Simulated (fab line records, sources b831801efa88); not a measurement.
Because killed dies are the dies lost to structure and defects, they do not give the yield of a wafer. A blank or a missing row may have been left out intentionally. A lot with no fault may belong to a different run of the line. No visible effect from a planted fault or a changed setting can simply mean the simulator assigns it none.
Which of the tools did it? -- flow sky130 -- 30 wafers from 10 lots sampled at 6 of the route's 708 steps

WHAT THE GAUGES SHOWED, per wafer
SKY_CAP2M_THK_MEAS_04: measures by xrf.
lot,measured,on,CAP2M_TIN_THK (nm)
L830,day 39 23:09,film metro-01,205.1 205.8 206.8
L835,day 41 13:59,film metro-01,205.5 203.7 204.8
L836,day 41 22:50,film metro-02,202.1 204.2 203.3
L837,day 42 02:43,film metro-01,208.5 208.5 211.2
L839,day 42 16:56,film metro-04,208.0 206.5 208.4
L845,day 44 21:03,film metro-02,209.5 209.5 208.8
L848,day 45 01:55,film metro-04,204.5 201.6 203.6
L850,day 45 14:13,film metro-01,204.8 204.0 205.2
L851,day 45 17:39,film metro-04,206.0 206.8 205.5
L852,day 45 23:26,film metro-01,204.3 204.8 204.2

SKY_CAP2M_OVL_MEAS_12.
lot,measured,on,CAP2M_OVL (nm)
L830,day 40 23:55,overlay-01,-0.9 -0.5 -0.9
L835,day 42 13:22,overlay-02,-2.2 -0.4 0.0
L836,day 42 22:08,overlay-02,-0.8 -1.6 -0.1
L837,day 43 01:23,overlay-02,0.0 -1.7 -0.2
L839,day 43 14:52,overlay-01,-3.1 0.1 -0.4
L845,day 45 18:26,overlay-02,-2.5 -2.9 -1.1
L848,day 45 23:11,overlay-02,0.2 0.3 0.1
L850,day 46 10:08,overlay-01,-2.9 -2.5 -5.0
L851,day 46 13:47,overlay-01,-1.2 -1.8 -1.5
L852,day 46 19:31,overlay-02,2.8 2.8 1.0

SKY_METAL4_CD_MEAS_13: target cd 300 nm.
lot,measured,on,cd nm (nm)
L830,day 41 23:46,cd sem-01,301.3 300.6 300.9
L835,day 43 12:49,cd sem-02,300.8 300.7 300.5
L836,day 43 21:58,cd sem-01,303.0 301.9 301.8
L837,day 44 00:44,cd sem-01,302.0 300.8 300.5
L839,day 44 14:12,cd sem-01,300.2 299.9 299.8
L845,day 46 15:56,cd sem-01,302.7 301.3 301.1
L848,day 46 21:04,cd sem-01,299.3 299.6 299.2
L850,day 47 07:40,cd sem-02,299.3 301.0 301.3
L851,day 47 10:29,cd sem-02,297.7 299.0 298.6
L852,day 47 15:50,cd sem-02,297.4 299.9 299.5

SKY_METAL5_RS_MEAS_05: measures by four-point-probe.
lot,measured,on,METAL5_ALCU_RS (ohm/sq)
L830,day 43 02:41,film metro-04,0.0266 0.0262 0.0263
L835,day 44 14:16,film metro-03,0.0267 0.0268 0.0273
L836,day 44 23:11,film metro-02,0.0267 0.0339 0.0268
L837,day 45 02:47,film metro-03,0.0268 0.0328 0.0269
L839,day 45 15:12,film metro-03,0.0270 0.0331 0.0268
L845,day 47 14:48,film metro-04,0.0276 0.0274 0.0277
L848,day 47 19:59,film metro-04,0.0273 0.0271 0.0272
L850,day 48 05:58,film metro-02,0.0276 0.0271 0.0273
L851,day 48 08:45,film metro-03,0.0269 0.0271 0.0267
L852,day 48 14:03,film metro-02,0.0272 0.0273 0.0274

SKY_METAL5_THK_MEAS_06: measures by xrf.
lot,measured,on,METAL5_ALCU_THK (nm)
L830,day 43 02:48,film metro-04,1141 1163 1153
L835,day 44 14:23,film metro-03,1144 1145 1127
L836,day 44 23:18,film metro-02,1155 905 1138
L837,day 45 02:52,film metro-03,1159 936 1140
L839,day 45 15:19,film metro-03,1140 932 1141
L845,day 47 14:55,film metro-04,1105 1115 1105
L848,day 47 20:05,film metro-04,1121 1125 1124
L850,day 48 06:05,film metro-02,1106 1120 1120
L851,day 48 08:52,film metro-03,1153 1144 1161
L852,day 48 14:10,film metro-02,1126 1119 1112

WHICH TOOL RAN EACH LOT (tool, then ch and the chambers of the sampled wafers, then the start)
lot,SKY_METAL5_SPUTTER_02
L830,"pvd sputter-02, day 43 02:34"
L835,"pvd sputter-02, day 44 14:09"
L836,"pvd sputter-02, day 44 23:04"
L837,"pvd sputter-02, day 45 02:36"
L839,"pvd sputter-02, day 45 15:04"
L845,"pvd sputter-03, day 47 14:40"
L848,"pvd sputter-03, day 47 19:49"
L850,"pvd sputter-02, day 48 05:51"
L851,"pvd sputter-02, day 48 08:37"
L852,"pvd sputter-02, day 48 13:56"
- SKY_METAL5_SPUTTER_02: material AlCu, target thk 1150 nm, time 61.2 s.

WHAT THE TOOLS THEMSELVES READ (means of the sampled wafers that have a number; where no wafer has one, the mark that the record gives instead)
SKY_METAL5_SPUTTER_02.
lot,tool,throttle valve pct (%)
L830,pvd sputter-02,30.7
L835,pvd sputter-02,31.6
L836,pvd sputter-02,30.7
L837,pvd sputter-02,31.5
L839,pvd sputter-02,30.8
L845,pvd sputter-03,30.2
L848,pvd sputter-03,30.1
L850,pvd sputter-02,30.8
L851,pvd sputter-02,30.0
L852,pvd sputter-02,31.7

THE ANSWER, worked out from the rows above alone
Rule: the usual values come from the lots themselves. Put in order of their means at a reading, lots are off if they are a third of the lots or fewer, leave a main group of 4 or more, and stand apart from it by a gap of 3 or more times the standard deviation of the main group's means; of several such gaps the widest counts. A main group whose means are all the same, to the digits that the tables above print for the reading, isn't used. A lot without any number at a reading at which 4 lots or more have one is off too. The other lots that the step has rows for count as sound. First the gauges in route order, then the tools' own readings, where a lot's mean is used as printed above. The first step at which some lot is off is used, and at that step the reading that is off furthest; a lot without a number counts as furthest.
Off: at SKY_METAL5_RS_MEAS_05 (METAL5_ALCU_RS), L836, L837, L839. Mean 0.0271 ohm/sq and standard deviation 0.00036 in the main group.
A tool fits if, at a process step before that reading, it ran every lot that is off, and no sound lot after the first of them. Those tools and the gauges at SKY_METAL5_RS_MEAS_05 are tried in the same way. No candidate that was tried fits.

WHAT THE SIMULATOR HAD INSERTED
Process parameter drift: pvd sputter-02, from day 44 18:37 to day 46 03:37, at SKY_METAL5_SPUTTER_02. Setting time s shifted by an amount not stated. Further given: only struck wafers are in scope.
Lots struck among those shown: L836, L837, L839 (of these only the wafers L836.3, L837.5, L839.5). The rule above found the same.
